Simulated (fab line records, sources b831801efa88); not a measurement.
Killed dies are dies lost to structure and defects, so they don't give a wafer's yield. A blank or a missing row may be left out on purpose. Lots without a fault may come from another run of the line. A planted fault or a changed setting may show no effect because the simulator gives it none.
Chamber matching | flow sky130 | SKY_VIA1_HDPCVD_00 on hdpcvd-02: 3 sister chambers
The step deposits SiO2, target thk 1030 nm, time 171.7 s. 14 wafers are shown with their chamber, then 7 later ones without.

WAFERS WITH THEIR CHAMBER
wafer  | chamber | sih4_flow_sccm (sccm)
L560.1 | 2       | 60.15
L560.3 | 1       | 59.92
L560.4 | 2       | 60.18
L562.3 | 0       | 60.09
L562.4 | 1       | 59.81
L562.6 | 2       | 60.08
L563.1 | 2       | 59.55
L563.5 | 1       | 59.99
L563.6 | 0       | 59.83
L566.4 | 1       | 59.81
L566.5 | 0       | 59.75
L566.6 | 2       | 60.14
L569.1 | 0       | 59.97
L569.2 | 1       | 59.99

SIGNATURES (means of the wafers above)
reading        | chamber 0 | chamber 1 | chamber 2 | scatter within a chamber
sih4_flow_sccm | 59.9100   | 59.9040   | 60.0200   | 0.186
Rule: a wafer's distance from a chamber is the root of the sum, over the readings, of the square of ((its reading less the chamber's mean) divided by the reading's scatter). The wafer belongs to the nearest chamber; if the next one is less than 2 further off, it can't be placed. The scatter: the root of (the sum of the squares of (reading less its chamber's mean) over the shown wafers, divided by (wafers less chambers)).

WAFERS WITHOUT THEIR CHAMBER
wafer  | sih4_flow_sccm (sccm)
L569.6 | 60.06
L581.1 | 59.96
L581.2 | 59.97
L581.4 | 60.08
L580.2 | 60.18
L580.4 | 60.05
L580.6 | 60.14

WHICH CHAMBER EACH WENT THROUGH
wafer  | from the rows above          | in truth
L569.6 | can't be placed: 2 or 0 or 1 | 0
L581.1 | can't be placed: 0 or 1 or 2 | 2
L581.2 | can't be placed: 2 or 0 or 1 | 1
L581.4 | can't be placed: 2 or 0 or 1 | 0
L580.2 | can't be placed: 2 or 0 or 1 | 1
L580.4 | can't be placed: 2 or 0 or 1 | 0
L580.6 | can't be placed: 2 or 0 or 1 | 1
Placed correctly: 0 of 7. Can't be placed from these rows: 7 (the true chamber is among the candidates in 7). Placed wrongly: 0.
